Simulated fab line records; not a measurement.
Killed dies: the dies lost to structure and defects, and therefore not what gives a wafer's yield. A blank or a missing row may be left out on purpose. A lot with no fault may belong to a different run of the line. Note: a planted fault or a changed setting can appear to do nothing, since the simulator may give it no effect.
fab line records	flow gf180mcu
[record] lots = 5	wafers = 15	last_day = 33
route steps=602 shown MVSD@71 MVPSD@78 VT_IMPLANT@90
lots untouched by any fault: they come from a run of this same line in which no faults occurred
start_h: hours from the record's first day to the start of the lot's first wafer shown	wait_h: how many hours have passed since the lot's step before this one	" as in the row above	L1.1+2: several wafers, shown together as one row	- no value, or no start given	* or withheld: withheld	< > ~ a bound
route shown NAME@n: NAME is a module with steps in the file, n the number in the route of the first one	usual: mean/standard deviation of fault-free wafers	same: alike in all rows	chamber/n: place in a boat	sites: each site's reading	_std_site: the values' standard deviation	_edge_site: inner sites' mean taken away from outer sites' mean	radius_mm: how far each site lies from the wafer's centre	mask NAME#n: copy n	behind: the tool/chamber that last shaped the wafer	hold: reason for holding the lot/hours on hold/outcome of the hold	device: transistor that didn't switch, given as n, p or np	end of line: tests run on the same wafers once the route is complete	step lacking rows: just its recipe	killed: not the wafer's yield, but the dies lost to structure and defects at the first sort	map: the dies of a wafer, with x for killed, . for not killed, _ for no die there
set.NAME: setting as actually run; set.NAME@STEP: the setting as run at that earlier step	model.NAME: the simulator's own value behind a step, which no gauge read
a table for each step, a row for each wafer; lots at some steps of the route
services: a tool's chamber out of use, with start hour (start_h, from the record's first day; less than 0 if before it), hours out, and reason
[[steps]]
[step GF_MVSD_PEB_05]
[recipe] temp_c = 115	time_s = withheld
lot.wafer	tool	chamber	start_h	wait_h
L077.1+4+6	litho_track-03	0	-	-
L081.4+5+6	litho_track-03	0	-	-
L083.1+2+3	litho_track-03	0	-	-
L084.2+3+6	litho_track-01	0	-	-
L093.1+4+5	litho_track-01	0	-	-
[step GF_MVSD_DEVELOP_06]
[recipe] wall_angle_deg = 90	develop_time_s = 60	dev_temp_c = 23
lot.wafer	tool	chamber	start_h	wait_h
L077.1+4+6	litho_track-03	0	-	-
L081.4+5+6	litho_track-03	0	-	-
L083.1+2+3	litho_track-03	0	-	-
L084.2+3+6	litho_track-01	0	-	-
L093.1+4+5	litho_track-01	0	-	-
[step GF_MVSD_OVL_MEAS_07]
[usual] MVSD_OVL = 0.5/1.5
lot.wafer	tool	chamber	start_h	wait_h	MVSD_OVL[nm]
L077.1	overlay-01	-	98.65	-	-0.7
L077.4	"	-	"	"	-1.9
L077.6	"	-	"	"	0.8
L081.4	overlay-01	-	121.87	-	1.1
L081.5	"	-	"	"	2.2
L081.6	"	-	"	"	1.5
L083.1	overlay-01	-	132.95	-	1.2
L083.2	"	-	"	"	0.2
L083.3	"	-	"	"	1.2
L084.2	overlay-01	-	140.07	-	-0.3
L084.3	"	-	"	"	-0.4
L084.6	"	-	"	"	0.5
L093.1	overlay-02	-	199.36	-	-0.3
L093.4	"	-	"	"	-0.4
L093.5	"	-	"	"	-1.4
[step GF_MVSD_IMPLANT_08]
[recipe] species = P	energy_kev = 400	dose_cm2 = 1.6e+13	tilt_deg = 0
[usual] dose_ions_cm2 = 1.5999e+13/1.9e+10
lot.wafer	tool	chamber	start_h	wait_h	dose_ions_cm2
L077.1	implanter-03	0	98.69	0.0	1.6005e+13
L077.4	"	0	"	"	1.6022e+13
L077.6	"	0	"	"	1.6016e+13
L081.4	implanter-03	0	121.96	0.1	1.6016e+13
L081.5	"	0	"	"	1.6025e+13
L081.6	"	0	"	"	1.6003e+13
L083.1	implanter-04	0	132.99	0.0	1.6006e+13
L083.2	"	0	"	"	1.6028e+13
L083.3	"	0	"	"	1.6001e+13
L084.2	implanter-04	0	140.12	0.0	1.5989e+13
L084.3	"	0	"	"	1.5991e+13
L084.6	"	0	"	"	1.6025e+13
L093.1	implanter-03	0	199.40	0.0	1.6049e+13
L093.4	"	0	"	"	1.6008e+13
L093.5	"	0	"	"	1.6002e+13
[step GF_MVSD_IMPLANT_09]
[recipe] species = P	energy_kev = 100	dose_cm2 = 5e+12	tilt_deg = 0
[usual] dose_ions_cm2 = 5.001e+12/5.2e+09
lot.wafer	tool	chamber	start_h	wait_h	dose_ions_cm2
L077.1	implanter-03	0	98.84	0.1	4.993e+12
L077.4	"	0	"	"	5.002e+12
L077.6	"	0	"	"	5.004e+12
L081.4	implanter-03	0	122.11	0.1	5.003e+12
L081.5	"	0	"	"	5.001e+12
L081.6	"	0	"	"	5.004e+12
L083.1	implanter-04	0	133.14	0.1	4.999e+12
L083.2	"	0	"	"	4.996e+12
L083.3	"	0	"	"	4.999e+12
L084.2	implanter-04	0	140.27	0.1	5.001e+12
L084.3	"	0	"	"	5.005e+12
L084.6	"	0	"	"	5.003e+12
L093.1	implanter-03	0	199.55	0.1	4.993e+12
L093.4	"	0	"	"	5e+12
L093.5	"	0	"	"	5.001e+12
[step GF_MVSD_STRIP_10]
[recipe] chemistry = O2/N2	power_w = 1400	pressure_mtorr = 1500	platen_temp_c = 250	o2_flow_sccm = 3000	n2_flow_sccm = 300	overash_fraction = 0.5
[usual] drypump_motor_current_A = 5.82/0.23	heater_power_w = 363/42	oes_product_au = 0.723/0.0042	strip_time_to_endpoint_s = 37.01/0.089
lot.wafer	tool	chamber	start_h	wait_h	drypump_motor_current_A	heater_power_w	oes_product_au	rf_hours_counter_h	strip_time_to_endpoint_s
L077.1	plasma_asher-02	0	98.99	0.1	5.97	322	0.725	46	37.02
L077.4	"	1	"	"	5.97	447	0.720	-	37.11
L077.6	"	1	"	"	5.99	454	0.713	-	36.90
L081.4	plasma_asher-04	0	122.22	0.1	6.10	370	0.722	-	36.97
L081.5	"	1	"	"	5.55	324	0.723	-	37.07
L081.6	"	0	"	"	6.09	369	0.730	-	37.09
L083.1	plasma_asher-04	0	133.29	0.1	6.08	363	0.719	33	36.99
L083.2	"	1	"	"	5.56	327	0.727	33	37.04
L083.3	"	1	"	"	5.56	324	0.718	-	36.92
L084.2	plasma_asher-03	1	140.40	0.1	5.59	368	0.735	2	37.18
L084.3	"	1	"	"	5.57	373	0.723	-	37.18
L084.6	"	1	"	"	5.59	369	0.720	-	37.14
L093.1	plasma_asher-04	0	199.70	0.1	6.08	365	0.727	39	37.01
L093.4	"	1	"	"	5.55	330	0.717	-	37.06
L093.5	"	0	"	"	6.12	368	0.723	-	37.02
[step GF_MVSD_TW_MEAS_11]
[usual] MVSD_TW = 1577/15
lot.wafer	tool	chamber	start_h	wait_h	MVSD_TW
L077.1	film_metro-02	-	99.15	0.1	1558
L077.4	"	-	"	"	1565
L077.6	"	-	"	"	1566
L081.4	film_metro-02	-	122.32	0.1	1559
L081.5	"	-	"	"	1562
L081.6	"	-	"	"	1563
L083.1	film_metro-01	-	133.39	0.1	1584
L083.2	"	-	"	"	1582
L083.3	"	-	"	"	1578
L084.2	film_metro-04	-	140.51	0.1	1585
L084.3	"	-	"	"	1582
L084.6	"	-	"	"	1582
L093.1	film_metro-02	-	199.80	0.1	1536
L093.4	"	-	"	"	1552
L093.5	"	-	"	"	1565
[step GF_MVPSD_DEHYDRATE_00]
[recipe] temp_c = 200	time_s = 60
lot.wafer	tool	chamber	start_h	wait_h
L077.1+4+6	litho_track-02	0	105.01	5.9
L081.4+5+6	litho_track-01	0	129.19	6.9
L083.1+2+3	litho_track-02	0	140.71	7.3
L084.2+3+6	litho_track-01	0	147.79	7.3
L093.1+4+5	litho_track-02	0	208.06	8.3
[step GF_MVPSD_HMDS_01]
[recipe] prime_time_s = 60	prime_temp_c = 120
lot.wafer	tool	chamber	start_h	wait_h
L077.1+4+6	litho_track-02	0	105.16	0.1
L081.4+5+6	litho_track-01	0	129.34	0.1
L083.1+2+3	litho_track-02	0	140.86	0.1
L084.2+3+6	litho_track-01	0	147.94	0.1
L093.1+4+5	litho_track-02	0	208.21	0.1
[step GF_MVPSD_COAT_02]
[recipe] spin_rpm = 2000	resist_thk_nm = 3000
lot.wafer	tool	chamber	start_h	wait_h
L077.1+4+6	litho_track-02	0	105.31	0.1
L081.4+5+6	litho_track-01	0	129.49	0.1
L083.1+2+3	litho_track-02	0	141.01	0.1
L084.2+3+6	litho_track-01	0	148.09	0.1
L093.1+4+5	litho_track-02	0	208.36	0.1
[step GF_MVPSD_SOFTBAKE_03]
[recipe] temp_c = 110	time_s = withheld
lot.wafer	tool	chamber	start_h	wait_h
L077.1+4+6	litho_track-02	0	105.46	0.1
L081.4+5+6	litho_track-01	0	129.66	0.1
L083.1+2+3	litho_track-02	0	141.16	0.1
L084.2+3+6	litho_track-01	0	148.24	0.1
L093.1+4+5	litho_track-02	0	208.51	0.1
[step GF_MVPSD_EXPOSE_04]
[recipe] mask_id = MVPSD	target_cd_nm = 1000	na = 0.6	source_shape = conventional	sigma_outer = 0.6	dose_mj = 260
[usual] exposure_dose_mJ_cm2 = 260.02/0.26
lot.wafer	tool	chamber	start_h	wait_h	mask	exposure_dose_mJ_cm2
L077.1	iline_stepper-01	0	-	-	MVPSD#0	260.32
L077.4	"	0	"	"	MVPSD#0	260.55
L077.6	"	0	"	"	MVPSD#0	260.41
L081.4	iline_stepper-02	0	-	-	MVPSD#0	259.85
L081.5	"	0	"	"	MVPSD#0	259.64
L081.6	"	0	"	"	MVPSD#0	259.71
L083.1	iline_stepper-01	0	-	-	MVPSD#0	259.91
L083.2	"	0	"	"	MVPSD#0	259.98
L083.3	"	0	"	"	MVPSD#0	260.04
L084.2	iline_stepper-01	0	-	-	MVPSD#0	259.85
L084.3	"	0	"	"	MVPSD#0	259.91
L084.6	"	0	"	"	MVPSD#0	259.56
L093.1	iline_stepper-01	0	-	-	MVPSD#0	260.10
L093.4	"	0	"	"	MVPSD#0	260.24
L093.5	"	0	"	"	MVPSD#0	260.00
[step GF_MVPSD_PEB_05]
[recipe] temp_c = 115	time_s = withheld
lot.wafer	tool	chamber	start_h	wait_h
L077.1+4+6	litho_track-04	0	-	-
L081.4+5+6	litho_track-01	0	-	-
L083.1+2+3	litho_track-01	0	-	-
L084.2+3+6	litho_track-04	0	-	-
L093.1+4+5	litho_track-04	0	-	-
[step GF_MVPSD_DEVELOP_06]
[recipe] wall_angle_deg = 90	develop_time_s = 60	dev_temp_c = 23
lot.wafer	tool	chamber	start_h	wait_h
L077.1+4+6	litho_track-04	0	-	-
L081.4+5+6	litho_track-01	0	-	-
L083.1+2+3	litho_track-01	0	-	-
L084.2+3+6	litho_track-04	0	-	-
L093.1+4+5	litho_track-04	0	-	-
[step GF_MVPSD_OVL_MEAS_07]
[usual] MVPSD_OVL = 1.3/1.7
lot.wafer	tool	chamber	start_h	wait_h	MVPSD_OVL[nm]
L077.1	overlay-01	-	112.80	-	1.7
L077.4	"	-	"	"	2.0
L077.6	"	-	"	"	2.2
L081.4	overlay-02	-	137.33	-	0.4
L081.5	"	-	"	"	-0.2
L081.6	"	-	"	"	0.6
L083.1	overlay-01	-	149.11	-	4.0
L083.2	"	-	"	"	2.7
L083.3	"	-	"	"	3.3
L084.2	overlay-01	-	156.01	-	2.4
L084.3	"	-	"	"	2.6
L084.6	"	-	"	"	0.8
L093.1	overlay-01	-	217.15	-	2.4
L093.4	"	-	"	"	2.0
L093.5	"	-	"	"	1.8
[step GF_MVPSD_IMPLANT_08]
[recipe] species = B	energy_kev = 170	dose_cm2 = 1.481e+13	tilt_deg = 0
[usual] dose_ions_cm2 = 1.4811e+13/1.8e+10
lot.wafer	tool	chamber	start_h	wait_h	dose_ions_cm2
L077.1	implanter-02	0	112.84	0.0	1.4809e+13
L077.4	"	0	"	"	1.4821e+13
L077.6	"	0	"	"	1.4767e+13
L081.4	implanter-01	0	137.42	0.1	1.4823e+13
L081.5	"	0	"	"	1.4809e+13
L081.6	"	0	"	"	1.4799e+13
L083.1	implanter-04	0	149.15	0.0	1.4839e+13
L083.2	"	0	"	"	1.4819e+13
L083.3	"	0	"	"	1.4812e+13
L084.2	implanter-04	0	156.06	0.0	1.4794e+13
L084.3	"	0	"	"	1.4804e+13
L084.6	"	0	"	"	1.4821e+13
L093.1	implanter-01	0	217.19	0.0	1.4798e+13
L093.4	"	0	"	"	1.4811e+13
L093.5	"	0	"	"	1.4823e+13
[step GF_MVPSD_IMPLANT_09]
[recipe] species = B	energy_kev = 40	dose_cm2 = 5e+12	tilt_deg = 0
[usual] dose_ions_cm2 = 5e+12/5e+09
lot.wafer	tool	chamber	start_h	wait_h	dose_ions_cm2
L077.1	implanter-02	0	112.99	0.1	4.995e+12
L077.4	"	0	"	"	5e+12
L077.6	"	0	"	"	4.995e+12
L081.4	implanter-01	0	137.57	0.1	5.002e+12
L081.5	"	0	"	"	4.999e+12
L081.6	"	0	"	"	5.002e+12
L083.1	implanter-04	0	149.30	0.1	4.991e+12
L083.2	"	0	"	"	5.004e+12
L083.3	"	0	"	"	4.999e+12
L084.2	implanter-04	0	156.21	0.1	5.003e+12
L084.3	"	0	"	"	5.001e+12
L084.6	"	0	"	"	4.994e+12
L093.1	implanter-01	0	217.34	0.1	5.007e+12
L093.4	"	0	"	"	5e+12
L093.5	"	0	"	"	5.003e+12
[step GF_MVPSD_STRIP_10]
[recipe] chemistry = O2/N2	power_w = 1400	pressure_mtorr = 1500	platen_temp_c = 250	o2_flow_sccm = 3000	n2_flow_sccm = 300	overash_fraction = 0.5
[usual] drypump_motor_current_A = 5.4/0.31	heater_power_w = 329/35	oes_product_au = 0.722/0.0048	strip_time_to_endpoint_s = 36.97/0.088
lot.wafer	tool	chamber	start_h	wait_h	drypump_motor_current_A	heater_power_w	oes_product_au	rf_hours_counter_h	strip_time_to_endpoint_s
L077.1	plasma_asher-02	1	113.14	0.1	6.0	448	0.718	48	37.10
L077.4	"	1	"	"	6.0	444	0.723	-	37.09
L077.6	"	0	"	"	6.0	323	0.727	-	37.19
L081.4	plasma_asher-03	0	137.68	0.1	5.6	349	0.722	-	37.05
L081.5	"	0	"	"	5.6	348	0.720	-	36.97
L081.6	"	1	"	"	5.6	365	0.723	-	36.95
L083.1	plasma_asher-01	0	149.45	0.1	4.9	302	0.716	46	36.91
L083.2	"	1	"	"	5.4	315	0.721	46	36.86
L083.3	"	0	"	"	4.9	289	0.726	-	36.97
L084.2	plasma_asher-01	1	156.34	0.1	5.4	303	0.721	47	36.90
L084.3	"	1	"	"	5.4	300	0.734	-	36.95
L084.6	"	0	"	"	5.0	298	0.725	-	36.87
L093.1	plasma_asher-03	1	217.49	0.1	5.6	367	0.724	10	37.00
L093.4	"	1	"	"	5.6	363	0.725	-	36.90
L093.5	"	1	"	"	5.6	356	0.716	-	36.94
[step GF_MVPSD_TW_MEAS_11]
[usual] MVPSD_TW = 552/5
lot.wafer	tool	chamber	start_h	wait_h	MVPSD_TW
L077.1	film_metro-04	-	113.24	0.1	556
L077.4	"	-	"	"	557
L077.6	"	-	"	"	558
L081.4	film_metro-02	-	137.78	0.1	545
L081.5	"	-	"	"	545
L081.6	"	-	"	"	544
L083.1	film_metro-04	-	149.55	0.1	557
L083.2	"	-	"	"	557
L083.3	"	-	"	"	560
L084.2	film_metro-01	-	156.45	0.1	555
L084.3	"	-	"	"	554
L084.6	"	-	"	"	558
L093.1	film_metro-02	-	217.59	0.1	544
L093.4	"	-	"	"	547
L093.5	"	-	"	"	543
[step GF_VT_IMPLANT_DEHYDRATE_00]
[recipe] temp_c = 200	time_s = 60
lot.wafer	tool	chamber	start_h	wait_h
L077.1+4+6	litho_track-03	0	119.65	6.4
L081.4+5+6	litho_track-02	0	144.68	6.9
L083.1+2+3	litho_track-02	0	157.11	7.6
L084.2+3+6	litho_track-04	0	164.23	7.8
L093.1+4+5	litho_track-03	0	226.00	8.4
[step GF_VT_IMPLANT_HMDS_01]
[recipe] prime_time_s = 60	prime_temp_c = 120
lot.wafer	tool	chamber	start_h	wait_h
L077.1+4+6	litho_track-03	0	119.80	0.1
L081.4+5+6	litho_track-02	0	144.83	0.1
L083.1+2+3	litho_track-02	0	157.26	0.1
L084.2+3+6	litho_track-04	0	164.38	0.1
L093.1+4+5	litho_track-03	0	226.15	0.1
[step GF_VT_IMPLANT_COAT_02]
[recipe] resist = NOVOLAK	spin_rpm = 3000	resist_thk_nm = 1000
lot.wafer	tool	chamber	start_h	wait_h
L077.1+4+6	litho_track-03	0	119.95	0.1
L081.4+5+6	litho_track-02	0	144.98	0.1
L083.1+2+3	litho_track-02	0	157.41	0.1
L084.2+3+6	litho_track-04	0	164.53	0.1
L093.1+4+5	litho_track-03	0	226.30	0.1
[step GF_VT_IMPLANT_SOFTBAKE_03]
[recipe] temp_c = 90	time_s = 60	resist = NOVOLAK
lot.wafer	tool	chamber	start_h	wait_h
L077.1+4+6	litho_track-03	0	120.10	0.1
L081.4+5+6	litho_track-02	0	145.13	0.1
L083.1+2+3	litho_track-02	0	157.56	0.1
L084.2+3+6	litho_track-04	0	164.68	0.1
L093.1+4+5	litho_track-03	0	226.45	0.1
[step GF_VT_IMPLANT_EXPOSE_04]
[recipe] mask_id = LVPWELL_LV_AREA	target_cd_nm = 600	na = 0.6	source_shape = conventional	sigma_outer = 0.6	dose_mj = 140
[usual] exposure_dose_mJ_cm2 = 139.97/0.15
lot.wafer	tool	chamber	start_h	wait_h	mask	exposure_dose_mJ_cm2
L077.1	iline_stepper-02	0	-	-	LVPWELL_LV_AREA#0	140.07
L077.4	"	0	"	"	LVPWELL_LV_AREA#0	140.14
L077.6	"	0	"	"	LVPWELL_LV_AREA#0	140.15
L081.4	iline_stepper-02	0	-	-	LVPWELL_LV_AREA#0	139.73
L081.5	"	0	"	"	LVPWELL_LV_AREA#0	139.43
L081.6	"	0	"	"	LVPWELL_LV_AREA#0	139.79
L083.1	iline_stepper-02	0	-	-	LVPWELL_LV_AREA#0	140.23
L083.2	"	0	"	"	LVPWELL_LV_AREA#0	140.23
L083.3	"	0	"	"	LVPWELL_LV_AREA#0	139.75
L084.2	iline_stepper-02	0	-	-	LVPWELL_LV_AREA#0	139.78
L084.3	"	0	"	"	LVPWELL_LV_AREA#0	140.00
L084.6	"	0	"	"	LVPWELL_LV_AREA#0	139.76
L093.1	iline_stepper-02	0	-	-	LVPWELL_LV_AREA#0	139.88
L093.4	"	0	"	"	LVPWELL_LV_AREA#0	139.63
L093.5	"	0	"	"	LVPWELL_LV_AREA#0	139.90
[step GF_VT_IMPLANT_PEB_05]
[recipe] temp_c = withheld	time_s = *	resist = NOVOLAK
lot.wafer	tool	chamber	start_h	wait_h
L077.1+4+6	litho_track-04	0	-	-
L081.4+5+6	litho_track-04	0	-	-
L083.1+2+3	litho_track-02	0	-	-
L084.2+3+6	litho_track-04	0	-	-
L093.1+4+5	litho_track-04	0	-	-
[step GF_VT_IMPLANT_DEVELOP_06]
[recipe] develop_time_s = 60	dev_temp_c = 23
lot.wafer	tool	chamber	start_h	wait_h
L077.1+4+6	litho_track-04	0	126.55	0.1
L081.4+5+6	litho_track-04	0	153.18	0.1
L083.1+2+3	litho_track-02	0	165.16	0.1
L084.2+3+6	litho_track-04	0	172.43	0.1
L093.1+4+5	litho_track-04	0	235.45	0.1
[step GF_VT_IMPLANT_OVL_MEAS_07]
[usual] VT_IMPLANT_OVL = 1.7/1.4
lot.wafer	tool	chamber	start_h	wait_h	VT_IMPLANT_OVL[nm]
L077.1	overlay-01	-	126.70	0.1	3.2
L077.4	"	-	"	"	3.2
L077.6	"	-	"	"	2.4
L081.4	overlay-01	-	153.27	0.1	0.5
L081.5	"	-	"	"	-1.0
L081.6	"	-	"	"	-1.0
L083.1	overlay-01	-	165.31	0.1	1.4
L083.2	"	-	"	"	0.7
L083.3	"	-	"	"	2.2
L084.2	overlay-02	-	172.56	0.1	2.8
L084.3	"	-	"	"	3.8
L084.6	"	-	"	"	2.2
L093.1	overlay-01	-	235.60	0.1	4.1
L093.4	"	-	"	"	2.5
L093.5	"	-	"	"	2.4
[step GF_VT_IMPLANT_IMPLANT_08]
[recipe] species = BF2	energy_kev = 20	dose_cm2 = 8.29e+12	tilt_deg = 7
[usual] dose_ions_cm2 = 8.289e+12/9.1e+09
lot.wafer	tool	chamber	start_h	wait_h	dose_ions_cm2
L077.1	implanter-03	0	126.74	0.0	8.28e+12
L077.4	"	0	"	"	8.27e+12
L077.6	"	0	"	"	8.29e+12
L081.4	implanter-02	0	153.36	0.1	8.283e+12
L081.5	"	0	"	"	8.298e+12
L081.6	"	0	"	"	8.284e+12
L083.1	implanter-01	0	165.34	0.0	8.294e+12
L083.2	"	0	"	"	8.288e+12
L083.3	"	0	"	"	8.293e+12
L084.2	implanter-02	0	172.61	0.0	8.299e+12
L084.3	"	0	"	"	8.291e+12
L084.6	"	0	"	"	8.294e+12
L093.1	implanter-03	0	235.64	0.0	8.293e+12
L093.4	"	0	"	"	8.293e+12
L093.5	"	0	"	"	8.278e+12
[step GF_VT_IMPLANT_STRIP_09]
[recipe] chemistry = O2/N2	power_w = 1400	pressure_mtorr = 1500	platen_temp_c = 250	o2_flow_sccm = 3000	n2_flow_sccm = 300	overash_fraction = 0.5
[usual] drypump_motor_current_A = 5.7/0.38	heater_power_w = 352/51	oes_product_au = 0.716/0.0045	strip_time_to_endpoint_s = 12.64/0.034
lot.wafer	tool	chamber	start_h	wait_h	drypump_motor_current_A	heater_power_w	oes_product_au	rf_hours_counter_h	strip_time_to_endpoint_s
L077.1	plasma_asher-04	0	126.89	0.1	6.1	372	0.722	33	12.62
L077.4	"	0	"	"	6.1	366	0.723	-	12.62
L077.6	"	1	"	"	5.6	317	0.718	-	12.65
L081.4	plasma_asher-01	1	153.47	0.1	5.5	317	0.720	-	12.64
L081.5	"	0	"	"	5.0	294	0.713	-	12.62
L081.6	"	1	"	"	5.4	312	0.713	-	12.68
L083.1	plasma_asher-02	1	165.49	0.1	6.0	449	0.717	54	12.68
L083.2	"	0	"	"	5.9	329	0.721	54	12.67
L083.3	"	0	"	"	6.0	329	0.712	-	12.66
L084.2	plasma_asher-02	0	172.74	0.1	6.0	323	0.721	55	12.66
L084.3	"	0	"	"	6.0	332	0.716	-	12.68
L084.6	"	0	"	"	6.0	326	0.718	-	12.64
L093.1	plasma_asher-02	1	235.79	0.1	6.0	448	0.709	62	12.64
L093.4	"	1	"	"	6.0	451	0.714	-	12.62
L093.5	"	0	"	"	6.0	320	0.715	-	12.65
[step GF_VT_IMPLANT_TW_MEAS_10]
[usual] VT_IMPLANT_TW = 561/4.6
lot.wafer	tool	chamber	start_h	wait_h	VT_IMPLANT_TW
L077.1	film_metro-03	-	126.99	0.1	558
L077.4	"	-	"	"	560
L077.6	"	-	"	"	561
L081.4	film_metro-03	-	153.57	0.1	558
L081.5	"	-	"	"	558
L081.6	"	-	"	"	558
L083.1	film_metro-02	-	165.59	0.1	557
L083.2	"	-	"	"	560
L083.3	"	-	"	"	556
L084.2	film_metro-02	-	172.85	0.1	555
L084.3	"	-	"	"	557
L084.6	"	-	"	"	554
L093.1	film_metro-03	-	235.89	0.1	559
L093.4	"	-	"	"	561
L093.5	"	-	"	"	563
[[services]]
tool	chamber	start_h	hours	kind
implanter-02	-	103.45	4.2	pm
plasma_asher-03	-	108.75	9.0	pm
plasma_asher-03	0	108.75	9.0	vent_cycle
plasma_asher-03	1	108.75	9.0	vent_cycle
implanter-03	-	111.92	2.4	repair
plasma_asher-03	0	117.75	-	clean
plasma_asher-03	1	117.75	-	clean
implanter-03	-	129.24	0.9	repair
iline_stepper-01	-	129.36	0.8	repair
plasma_asher-04	-	139.99	14.6	pm
iline_stepper-01	-	144.83	3.2	repair
iline_stepper-02	-	157.84	1.7	pm
implanter-03	-	165.29	3.9	pm
implanter-01	-	168.63	4.6	repair
implanter-01	-	173.23	9.7	pm
implanter-02	-	174.87	1.5	repair
implanter-02	-	188.33	2.6	pm
iline_stepper-02	0	190.35	-	calibration
iline_stepper-01	0	220.86	-	calibration
litho_track-02	-	226.10	-	consumable_replace:filter
implanter-04	-	231.58	6.2	repair
implanter-04	-	231.78	3.1	repair
[[key]]
fault none
